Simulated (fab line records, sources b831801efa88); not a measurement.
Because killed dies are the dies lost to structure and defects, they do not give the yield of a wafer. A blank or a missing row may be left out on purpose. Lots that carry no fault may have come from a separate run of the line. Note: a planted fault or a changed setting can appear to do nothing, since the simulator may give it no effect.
Which of the tools did it? / flow sky130 / 14 lots, 42 wafers sampled, at 2 steps of a route of 708

## WHAT THE GAUGES READ, wafer by wafer
SKY_CONTACT_BOW_MEAS_05. Usual: CONTACT_BOW gives 82 um (standard deviation 7.3).
lot=L999; measured=day 30 09:21; on=film metro-02; CONTACT_BOW (um)=76 77 75; flag=
lot=L100; measured=day 31 06:03; on=film metro-04; CONTACT_BOW (um)=75 82 84; flag=
lot=L101; measured=day 31 12:43; on=film metro-01; CONTACT_BOW (um)=86 89 82; flag=
lot=L108; measured=day 33 21:08; on=film metro-04; CONTACT_BOW (um)=87 82 84; flag=
lot=L110; measured=day 34 07:49; on=film metro-02; CONTACT_BOW (um)=96 94 80; flag=
lot=L111; measured=day 34 16:46; on=film metro-02; CONTACT_BOW (um)=89 82 89; flag=
lot=L112; measured=day 34 22:56; on=film metro-04; CONTACT_BOW (um)=67 77 69; flag=
lot=L113; measured=day 35 07:52; on=film metro-01; CONTACT_BOW (um)=69 90 82; flag=
lot=L114; measured=day 35 14:43; on=film metro-01; CONTACT_BOW (um)=94 79 76; flag=
lot=L116; measured=day 36 05:50; on=film metro-01; CONTACT_BOW (um)=87 83 71; flag=
lot=L117; measured=day 36 19:09; on=film metro-04; CONTACT_BOW (um)=85 81 76; flag=
lot=L118; measured=day 36 22:53; on=film metro-04; CONTACT_BOW (um)=87 81 87; flag=
lot=L119; measured=day 37 03:02; on=film metro-04; CONTACT_BOW (um)=74 77 67; flag=
lot=L121; measured=day 37 18:46; on=film metro-02; CONTACT_BOW (um)=85 84 96; flag=

## EACH LOT AND THE TOOL THAT RAN IT (in order: tool; ch and the chambers of the sampled wafers; start)
lot=L999; SKY_LOCAL_INTERCONNECT_ETCH_13=rie metal-03 ch 0, day 30 08:01
lot=L100; SKY_LOCAL_INTERCONNECT_ETCH_13=rie metal-01 ch 0,1, day 31 04:49
lot=L101; SKY_LOCAL_INTERCONNECT_ETCH_13=rie metal-01 ch 0,1, day 31 11:28
lot=L108; SKY_LOCAL_INTERCONNECT_ETCH_13=rie metal-02 ch 0, day 33 19:28
lot=L110; SKY_LOCAL_INTERCONNECT_ETCH_13=rie metal-02 ch 0,1, day 34 06:34
lot=L111; SKY_LOCAL_INTERCONNECT_ETCH_13=rie metal-01 ch 0,1, day 34 15:22
lot=L112; SKY_LOCAL_INTERCONNECT_ETCH_13=rie metal-02 ch 0,1, day 34 21:38
lot=L113; SKY_LOCAL_INTERCONNECT_ETCH_13=rie metal-03 ch 0, day 35 06:37
lot=L114; SKY_LOCAL_INTERCONNECT_ETCH_13=rie metal-01 ch 0,1, day 35 13:26
lot=L116; SKY_LOCAL_INTERCONNECT_ETCH_13=rie metal-01 ch 0,1, day 36 04:31
lot=L117; SKY_LOCAL_INTERCONNECT_ETCH_13=rie metal-01 ch 0,1, day 36 17:55
lot=L118; SKY_LOCAL_INTERCONNECT_ETCH_13=rie metal-01 ch 0,1, day 36 21:40
lot=L119; SKY_LOCAL_INTERCONNECT_ETCH_13=rie metal-02 ch 0, day 37 01:49
lot=L121; SKY_LOCAL_INTERCONNECT_ETCH_13=rie metal-02 ch 0,1, day 37 17:32
- SKY_LOCAL_INTERCONNECT_ETCH_13: etches BARC in N2/H2, stops on SiO2, time 45.9 s, target depth 60 nm.

## AS READ BY THE TOOLS THEMSELVES (means over the sampled wafers that have a number; for cases with no such wafer, the mark the record gives instead)
SKY_LOCAL_INTERCONNECT_ETCH_13. Usual: chamber pressure mTorr 29.996 mTorr (standard deviation 0.026); drypump motor current A 5.4 A (standard deviation 0.52); h2 flow sccm 200.0 sccm (standard deviation 0.56); n2 flow sccm 100.00 sccm (standard deviation 0.29); oes product au 0.855 a.u. (standard deviation 0.0047); rf fwd power W 495.2 W (standard deviation 2.3); throttle valve pct 13.225 % (standard deviation 0.0085).
lot=L999; tool=rie metal-03; chamber pressure mTorr (mTorr)=29.998; drypump motor current A (A)=5.3; h2 flow sccm (sccm)=199.7; n2 flow sccm (sccm)=99.67; oes product au (a.u.)=0.850; rf fwd power W (W)=495.2; throttle valve pct (%)=13.227; flag=
lot=L100; tool=rie metal-01; chamber pressure mTorr (mTorr)=29.984; drypump motor current A (A)=5.3; h2 flow sccm (sccm)=199.6; n2 flow sccm (sccm)=100.13; oes product au (a.u.)=0.852; rf fwd power W (W)=495.4; throttle valve pct (%)=13.224; flag=
lot=L101; tool=rie metal-01; chamber pressure mTorr (mTorr)=29.993; drypump motor current A (A)=5.3; h2 flow sccm (sccm)=200.2; n2 flow sccm (sccm)=100.16; oes product au (a.u.)=0.850; rf fwd power W (W)=494.7; throttle valve pct (%)=13.223; flag=
lot=L108; tool=rie metal-02; chamber pressure mTorr (mTorr)=29.976; drypump motor current A (A)=5.0; h2 flow sccm (sccm)=199.7; n2 flow sccm (sccm)=99.96; oes product au (a.u.)=0.857; rf fwd power W (W)=495.5; throttle valve pct (%)=13.234; flag=
lot=L110; tool=rie metal-02; chamber pressure mTorr (mTorr)=29.983; drypump motor current A (A)=6.0; h2 flow sccm (sccm)=200.4; n2 flow sccm (sccm)=100.18; oes product au (a.u.)=0.859; rf fwd power W (W)=494.9; throttle valve pct (%)=13.225; flag=
lot=L111; tool=rie metal-01; chamber pressure mTorr (mTorr)=30.000; drypump motor current A (A)=5.3; h2 flow sccm (sccm)=200.5; n2 flow sccm (sccm)=99.87; oes product au (a.u.)=0.853; rf fwd power W (W)=494.6; throttle valve pct (%)=13.234; flag=
lot=L112; tool=rie metal-02; chamber pressure mTorr (mTorr)=30.009; drypump motor current A (A)=5.5; h2 flow sccm (sccm)=200.0; n2 flow sccm (sccm)=99.84; oes product au (a.u.)=0.857; rf fwd power W (W)=495.4; throttle valve pct (%)=13.228; flag=
lot=L113; tool=rie metal-03; chamber pressure mTorr (mTorr)=30.004; drypump motor current A (A)=5.2; h2 flow sccm (sccm)=199.7; n2 flow sccm (sccm)=99.67; oes product au (a.u.)=0.859; rf fwd power W (W)=499.0; throttle valve pct (%)=13.235; flag=
lot=L114; tool=rie metal-01; chamber pressure mTorr (mTorr)=29.995; drypump motor current A (A)=5.3; h2 flow sccm (sccm)=199.7; n2 flow sccm (sccm)=99.92; oes product au (a.u.)=0.850; rf fwd power W (W)=494.6; throttle valve pct (%)=13.221; flag=
lot=L116; tool=rie metal-01; chamber pressure mTorr (mTorr)=29.983; drypump motor current A (A)=5.3; h2 flow sccm (sccm)=199.4; n2 flow sccm (sccm)=99.99; oes product au (a.u.)=0.853; rf fwd power W (W)=495.6; throttle valve pct (%)=13.227; flag=
lot=L117; tool=rie metal-01; chamber pressure mTorr (mTorr)=30.005; drypump motor current A (A)=5.3; h2 flow sccm (sccm)=200.3; n2 flow sccm (sccm)=99.73; oes product au (a.u.)=0.853; rf fwd power W (W)=494.4; throttle valve pct (%)=13.216; flag=
lot=L118; tool=rie metal-01; chamber pressure mTorr (mTorr)=29.995; drypump motor current A (A)=5.3; h2 flow sccm (sccm)=200.4; n2 flow sccm (sccm)=100.29; oes product au (a.u.)=0.854; rf fwd power W (W)=494.3; throttle valve pct (%)=13.226; flag=
lot=L119; tool=rie metal-02; chamber pressure mTorr (mTorr)=29.995; drypump motor current A (A)=5.0; h2 flow sccm (sccm)=200.4; n2 flow sccm (sccm)=100.09; oes product au (a.u.)=0.857; rf fwd power W (W)=495.0; throttle valve pct (%)=13.224; flag=
lot=L121; tool=rie metal-02; chamber pressure mTorr (mTorr)=30.000; drypump motor current A (A)=5.5; h2 flow sccm (sccm)=199.8; n2 flow sccm (sccm)=100.04; oes product au (a.u.)=0.859; rf fwd power W (W)=495.7; throttle valve pct (%)=13.223; flag=

## THE ANSWER, worked out from the rows above alone
Rule: a lot counts as off when the mean over its wafers that have a number is more than 3 standard deviations away from the usual mean. A lot without any number at a reading at which 4 lots or more have one is off too. The other lots that the step has rows for count as sound. Order of review: gauges by route order, followed by the tools' own readings, for which a lot's mean as printed above is used. The first step at which some lot is off is used, and at that step the reading that is off furthest; a lot without a number counts as furthest.
None of the lots is off at any reading shown; this tells nothing.

## WHAT HAD BEEN PUT IN BY THE SIMULATOR
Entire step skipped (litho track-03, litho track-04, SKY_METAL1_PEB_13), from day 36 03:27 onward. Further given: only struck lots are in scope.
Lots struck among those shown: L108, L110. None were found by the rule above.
